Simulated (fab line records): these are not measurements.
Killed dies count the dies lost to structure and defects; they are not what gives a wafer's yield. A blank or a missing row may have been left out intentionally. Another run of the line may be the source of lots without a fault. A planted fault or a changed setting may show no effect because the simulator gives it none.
fab line records	flow sky130
[record] lots = 11	wafers = 33	lastDay = 50
route steps=708 shown VIA4@656 METAL5@663 PASSIVATION@692 PAD_OPEN@707
lots that met no fault: from a run of the same line without faults
startH: hours from the record's first day to the start of the lot's first wafer shown	waitH: hours from the lot's prior step to this one	" unchanged from the row above	L1.1+2: a single row standing in for several wafers	- no value, or no start given	* or withheld: withheld	< > ~ a bound
route shown NAME@n: a module of which the file shows steps, and the number in the route of the first	usual: mean and standard deviation over wafers with no fault	same: alike in all rows	chamber/n: place in a boat	sites: each site's reading	_std_site: standard deviation of those values	_edge_site: outer sites' mean less inner sites'	radiusMm: for every site, how far away it sits from the centre of the wafer	mask NAME#n: copy n	behind: tool/chamber where the wafer was last shaped	hold: why the lot was held/for how many hours/how that ended	device: which transistor (n, p or np) failed to switch	end of line: the same wafers' tests at the end of the route	for a step that has no rows: nothing shown but its recipe	killed: dies that structure and defects cost at the first sort, which is not the same as the wafer's yield	map: a wafer's dies, x killed, . not, _ none there
set.NAME: the setting as run; set.NAME@STEP: as run at that earlier step	model.NAME: the simulator's own value behind a step, which no gauge read
a sample of lots followed through the steps of the route, with each step as a table and each wafer as a row
services: from which hour (startH, from the record's first day; less than 0 if before it) a tool's chamber was out of use, for how many hours, and why
[[steps]]
[step SKY_VIA4_SPUTTER_17]
[recipe] material = TiN	targetThkNm = 20	chamberPressurePa = 5	powerW = 4000	timeS = 80
[usual] throttleValvePct = 29.8/1.5
lot.wafer	tool	chamber	startH	waitH	throttleValvePct
L589.1	pvdSputter-04	-	993.64	0.0	30.1
L589.4	"	-	"	"	29.9
L589.6	"	-	"	"	30.7
L590.1	pvdSputter-01	-	1006.78	0.0	31.2
L590.3	"	-	"	"	29.8
L590.5	"	-	"	"	28.9
L592.4	pvdSputter-01	-	1021.07	0.0	29.9
L592.5	"	-	"	"	31.7
L592.6	"	-	"	"	29.0
L593.4	pvdSputter-03	-	1027.74	0.0	29.8
L593.5	"	-	"	"	31.0
L593.6	"	-	"	"	30.0
L600.1	pvdSputter-04	-	1083.63	0.0	30.2
L600.2	"	-	"	"	27.8
L600.3	"	-	"	"	30.0
L601.2	pvdSputter-03	-	1090.71	0.0	26.2
L601.4	"	-	"	"	30.8
L601.6	"	-	"	"	30.0
L603.2	pvdSputter-01	-	1093.83	0.0	30.9
L603.3	"	-	"	"	31.9
L603.4	"	-	"	"	29.0
L604.1	pvdSputter-03	-	1098.94	0.0	29.8
L604.3	"	-	"	"	26.2
L604.4	"	-	"	"	30.5
L607.1	pvdSputter-04	-	1119.72	0.0	28.0
L607.3	"	-	"	"	30.5
L607.6	"	-	"	"	30.1
L610.2	pvdSputter-03	-	1133.37	0.0	26.4
L610.3	"	-	"	"	31.1
L610.4	"	-	"	"	29.6
L612.1	pvdSputter-01	-	1148.74	0.0	31.0
L612.4	"	-	"	"	31.7
L612.6	"	-	"	"	31.9
[step SKY_METAL5_SPUTTER_02]
[recipe] material = AlCu	targetThkNm = 1150	powerW = 10600	timeS = 61.2	chamberPressurePa = 0.4
[usual] throttleValvePct = 30.1/1.2
lot.wafer	tool	chamber	startH	waitH	throttleValvePct
L589.1	pvdSputter-03	-	994.38	0.0	31.1
L589.4	"	-	"	"	29.7
L589.6	"	-	"	"	31.1
L590.1	pvdSputter-03	-	1007.53	0.0	30.5
L590.3	"	-	"	"	29.9
L590.5	"	-	"	"	31.0
L592.4	pvdSputter-02	-	1021.81	0.0	30.4
L592.5	"	-	"	"	30.5
L592.6	"	-	"	"	29.3
L593.4	pvdSputter-02	-	1028.52	0.0	30.0
L593.5	"	-	"	"	30.5
L593.6	"	-	"	"	30.2
L600.1	pvdSputter-02	-	1088.72	0.0	30.4
L600.2	"	-	"	"	29.3
L600.3	"	-	"	"	31.0
L601.2	pvdSputter-02	-	1092.02	0.0	31.1
L601.4	"	-	"	"	31.0
L601.6	"	-	"	"	30.6
L603.2	pvdSputter-01	-	1094.57	0.0	31.9
L603.3	"	-	"	"	29.0
L603.4	"	-	"	"	29.8
L604.1	pvdSputter-02	-	1099.68	0.0	30.7
L604.3	"	-	"	"	29.4
L604.4	"	-	"	"	31.1
L607.1	pvdSputter-01	-	1120.61	0.0	31.8
L607.3	"	-	"	"	29.3
L607.6	"	-	"	"	31.1
L610.2	pvdSputter-03	-	1134.11	0.0	26.4
L610.3	"	-	"	"	31.0
L610.4	"	-	"	"	30.7
L612.1	pvdSputter-02	-	1149.48	0.0	31.0
L612.4	"	-	"	"	30.4
L612.6	"	-	"	"	31.2
[step SKY_PASSIVATION_ETCH_11]
[recipe] chemistry = CF4/O2	targetDepthNm = 725	stopOn = AlCu	sourceW = 800	biasW = 150	pressureMtorr = 150	cf4FlowSccm = 80	O2_flow_sccm = 10	timeS = 161.1
[usual] drypumpMotorCurrentA = 5.5/0.39	oesProductAu = 0.979/0.0072	rfFwdPowerW = 796.7/2.3	throttleValvePct = 5.965/0.0095
lot.wafer	tool	chamber	startH	waitH	drypumpMotorCurrentA	oesProductAu	rfFwdPowerW	rfHoursCounterH	throttleValvePct
L589.1	rieDiel-01	0	1040.99	-	5.0	0.972	796.1	21	5.965
L589.4	"	3	"	"	5.5	0.974	796.2	10	5.950
L589.6	"	0	"	"	5.0	0.982	798.4	-	5.957
L590.1	rieDiel-01	0	1052.84	-	5.0	0.977	799.0	21	5.958
L590.3	"	3	"	"	5.4	0.974	796.1	11	5.972
L590.5	"	0	"	"	5.0	0.983	796.8	-	5.973
L592.4	rieDiel-04	2	1066.49	-	5.2	0.995	796.0	-	5.972
L592.5	"	3	"	"	5.1	0.977	796.8	-	5.956
L592.6	"	1	"	"	6.2	0.985	795.4	-	5.981
L593.4	rieDiel-01	0	1072.14	-	5.0	0.982	800.3	22	5.966
L593.5	"	0	"	"	5.0	0.979	795.2	-	5.966
L593.6	"	3	"	"	5.5	0.980	800.3	-	5.945
L600.1	rieDiel-04	1	1126.73	-	6.1	0.988	799.3	16	5.977
L600.2	"	2	"	"	5.2	0.982	800.3	30	5.971
L600.3	"	3	"	"	5.1	0.977	800.6	29	5.963
L601.2	rieDiel-04	3	1133.13	-	5.1	0.978	923.2	29	5.959
L601.4	"	1	"	"	6.2	0.987	925.2	16	5.941
L601.6	"	2	"	"	5.2	0.986	924.0	-	5.972
L603.2	rieDiel-04	1	1135.54	-	6.2	0.997	927.0	16	5.970
L603.3	"	2	"	"	5.2	0.971	926.0	31	5.975
L603.4	"	0	"	"	5.1	0.997	926.0	16	5.980
L604.1	rieDiel-03	2	1139.32	-	5.4	0.972	793.7	9	5.983
L604.3	"	3	"	"	6.0	0.974	795.7	11	5.960
L604.4	"	0	"	"	5.6	0.976	793.3	21	5.950
L607.1	rieDiel-01	1	1158.84	-	5.5	0.973	792.5	24	5.963
L607.3	"	0	"	"	5.0	0.983	797.4	25	5.973
L607.6	"	2	"	"	5.8	0.986	803.6	-	5.957
L610.2	rieDiel-01	3	1171.12	-	5.5	0.977	799.8	15	5.957
L610.3	"	2	"	"	5.8	0.984	794.7	22	5.971
L610.4	"	1	"	"	5.5	0.977	797.2	25	5.957
L612.1	rieDiel-01	2	1184.87	-	5.8	0.986	797.1	23	5.954
L612.4	"	0	"	"	5.0	0.998	797.0	26	5.974
L612.6	"	0	"	"	4.9	0.988	799.6	-	5.973
[step SKY_PASSIVATION_STRIP_12]
[recipe] chemistry = O2/N2	powerW = 1400	pressureMtorr = 1500	platenTempC = withheld	overashFraction = 0.7	o2FlowSccm = 3000	n2FlowSccm = 300
[usual] drypumpMotorCurrentA = 5.9/0.49	oesProductAu = 0.660/0.0042	stripTimeToEndpointS = 31.49/0.14
lot.wafer	tool	chamber	startH	waitH	drypumpMotorCurrentA	oesProductAu	rfHoursCounterH	stripTimeToEndpointS
L589.1	plasmaAsher-02	1	1041.09	0.1	5.9	0.659	89	31.23
L589.4	"	1	"	"	5.9	0.663	-	31.47
L589.6	"	0	"	"	6.3	0.664	-	31.45
L590.1	plasmaAsher-02	1	1052.94	0.1	5.9	0.666	90	31.54
L590.3	"	0	"	"	6.3	0.669	-	31.50
L590.5	"	1	"	"	5.9	0.655	-	31.50
L592.4	plasmaAsher-02	1	1066.58	0.0	5.8	0.660	-	31.34
L592.5	"	0	"	"	6.3	0.666	-	31.69
L592.6	"	1	"	"	5.9	0.663	-	31.63
L593.4	plasmaAsher-03	0	1072.28	0.1	5.8	0.662	-	31.33
L593.5	"	1	"	"	5.3	0.658	-	31.46
L593.6	"	0	"	"	5.8	0.658	-	31.67
L600.1	plasmaAsher-04	1	1126.83	0.1	5.3	0.663	6	31.41
L600.2	"	0	"	"	6.8	0.662	6	31.40
L600.3	"	0	"	"	6.8	0.655	-	31.56
L601.2	plasmaAsher-02	1	1133.23	0.1	5.9	0.657	98	30.83
L601.4	"	0	"	"	6.3	0.664	-	30.62
L601.6	"	1	"	"	5.9	0.661	-	30.53
L603.2	plasmaAsher-04	0	1135.64	0.1	6.8	0.652	7	30.65
L603.3	"	0	"	"	6.8	0.662	-	30.56
L603.4	"	1	"	"	5.3	0.655	-	30.51
L604.1	plasmaAsher-02	0	1139.43	0.1	6.3	0.664	99	31.57
L604.3	"	0	"	"	6.3	0.659	-	31.50
L604.4	"	1	"	"	5.9	0.658	-	31.65
L607.1	plasmaAsher-04	1	1158.94	0.1	5.3	0.662	9	31.58
L607.3	"	0	"	"	6.8	0.661	-	31.39
L607.6	"	1	"	"	5.3	0.661	-	31.49
L610.2	plasmaAsher-04	0	1171.23	0.1	6.8	0.664	10	31.47
L610.3	"	1	"	"	5.3	0.661	-	31.37
L610.4	"	0	"	"	6.8	0.654	-	31.45
L612.1	plasmaAsher-02	1	1184.98	0.1	5.9	0.660	103	31.33
L612.4	"	0	"	"	6.3	0.654	-	31.28
L612.6	"	0	"	"	6.3	0.659	-	31.29
[step SKY_PAD_OPEN_BOW_MEAS_13]
[recipe] mode = bow
[usual] PAD_OPEN_BOW = 47/7.7
lot.wafer	tool	chamber	startH	waitH	PAD_OPEN_BOW[um]
L589.1	filmMetro-04	-	1064.82	-	51
L589.4	"	-	"	"	50
L589.6	"	-	"	"	47
L590.1	filmMetro-02	-	1076.92	-	54
L590.3	"	-	"	"	49
L590.5	"	-	"	"	50
L592.4	filmMetro-02	-	1089.18	-	48
L592.5	"	-	"	"	47
L592.6	"	-	"	"	46
L593.4	filmMetro-03	-	1095.83	-	52
L593.5	"	-	"	"	50
L593.6	"	-	"	"	51
L600.1	filmMetro-02	-	1148.13	-	52
L600.2	"	-	"	"	57
L600.3	"	-	"	"	59
L601.2	filmMetro-02	-	1154.00	-	27
L601.4	"	-	"	"	45
L601.6	"	-	"	"	51
L603.2	filmMetro-04	-	1156.81	-	52
L603.3	"	-	"	"	38
L603.4	"	-	"	"	50
L604.1	filmMetro-02	-	1160.07	-	45
L604.3	"	-	"	"	48
L604.4	"	-	"	"	41
L607.1	filmMetro-04	-	1178.17	-	61
L607.3	"	-	"	"	60
L607.6	"	-	"	"	47
L610.2	filmMetro-04	-	1189.26	-	58
L610.3	"	-	"	"	40
L610.4	"	-	"	"	47
L612.1	filmMetro-02	-	1201.83	-	47
L612.4	"	-	"	"	44
L612.6	"	-	"	"	56
[step SKY_PAD_OPEN_PROBE_99]
[usual] defectLimitedYield = 82.2/1.8	killed_at_M0_to_M3 = 43/6.6	killed_at_M4_up = 3.2/1.9	killedAtContacts = 25/5.3	killedAtFrontEnd = 16/4.5	killedAtOther = 0.3/0.63	killedDies = 87/8.9	killedOpen = 48/7.9	killedShort = 39/5.3	sort_bin_3_pad_short = 0.8/0.38	sort_bin_5_function = 10.5/1.5	sort_bin_6_memory = 6.4/1.2	sortNPass = 405/8.9	sortYieldPct = 82.2/1.8
[same] grossDies = 492	killedAtBackSide = 0	sort_bin_4_leakage[%] = 0	sort_bin_8_speed[%] = 0
lot.wafer	tool	chamber	startH	waitH	defectLimitedYield[%]	killed_at_M0_to_M3	killed_at_M4_up	killedAtContacts	killedAtFrontEnd	killedAtOther	killedDies	killedOpen	killedShort	sort_bin_3_pad_short[%]	sort_bin_5_function[%]	sort_bin_6_memory[%]	sortNPass	sortYieldPct[%]
L590.1	prober-02	-	1077.04	0.1	82.7	39	6	26	14	0	85	36	49	0.8	10.2	6.3	407	82.7
L590.3	prober-02	-	1077.14	0.2	81.5	46	1	31	13	0	91	45	46	0.6	10.8	7.1	401	81.5
L590.5	prober-02	-	1077.24	0.2	83.7	47	4	21	8	0	80	40	40	0.8	10.4	5.1	412	83.7
// killed by level:class
L590.1 CONTACT:geometricParticle:open=10 VIA1:geometricParticle:open=9 METAL2:geometricParticle:short=8 LOCAL_INTERCONNECT:geometricParticle:short=7 METAL4:geometricParticle:short=6 VIA2:geometricParticle:open=5 FIELD_ISO:geometricParticle:short=4 POLY_GATE:geometricParticle:short=4
L590.3 CONTACT:geometricParticle:open=10 METAL1:geometricParticle:short=9 VIA1:geometricParticle:open=9 LI_CONTACT:geometricParticle:open=6 LOCAL_INTERCONNECT:geometricParticle:short=6 METAL2:geometricParticle:short=6 VIA2:geometricParticle:open=6 VIA3:geometricParticle:open=6
L590.5 VIA1:geometricParticle:open=8 VIA2:geometricParticle:open=8 METAL2:geometricParticle:short=8 METAL1:geometricParticle:short=7 LOCAL_INTERCONNECT:geometricParticle:short=6 CONTACT:geometricParticle:open=6 POLY_GATE:geometricParticle:short=5 VIA3:geometricParticle:open=5
[[services]]
tool	chamber	startH	hours	kind
pvdSputter-01	-	997.86	2.1	repair
pvdSputter-02	-	1005.55	2.5	repair
rieDiel-01	1	1006.71	16.7	repair
plasmaAsher-03	-	1028.78	4.5	repair
pvdSputter-04	-	1029.51	2.6	repair
rieDiel-01	-	1030.96	0.5	repair
plasmaAsher-03	-	1038.83	15.1	pm
rieDiel-03	-	1040.27	28.1	pm
rieDiel-04	0	1050.46	19.6	repair
rieDiel-04	-	1053.70	0.2	repair
plasmaAsher-04	-	1055.25	9.0	pm
plasmaAsher-03	-	1067.37	1.9	repair
rieDiel-03	-	1071.06	0.5	repair
pvdSputter-01	-	1079.96	1.0	repair
rieDiel-03	-	1093.69	0.2	repair
rieDiel-03	-	1094.72	0.2	repair
plasmaAsher-02	-	1107.97	2.1	repair
plasmaAsher-02	-	1113.89	4.0	repair
pvdSputter-02	-	1117.88	4.6	repair
rieDiel-04	-	1118.59	1.2	repair
pvdSputter-03	-	1123.36	2.6	repair
pvdSputter-03	-	1137.95	2.4	repair
pvdSputter-04	-	1148.93	2.7	repair
plasmaAsher-04	-	1176.90	1.5	repair
[[key]]
[firstSign] step = SKY_PASSIVATION_ETCH_11	reading = rfFwdPowerW	direction = up	sigmas = 55	usual = 796.7	struck = 925.2
[effect] step = SKY_PASSIVATION_STRIP_12	reading = stripTimeToEndpointS	direction = down	sigmas = 6.1	usual = *	struck = *
metAt SKY_PASSIVATION_ETCH_11
struckLots L601,L603
notActingAt SKY_VIA4_SPUTTER_17,SKY_METAL5_SPUTTER_02,SKY_PAD_OPEN_BOW_MEAS_13
onsetBetween 1126.73 1133.13
[fault] kind = processParameterDrift	tool = rieDiel-04	chamber = -	onsetH = 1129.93	steps = SKY_PASSIVATION_ETCH_11	channel = sourceW	offset = 128	shape = step	endH = 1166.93	actsIn = theseRecipesOnly	stated = 800
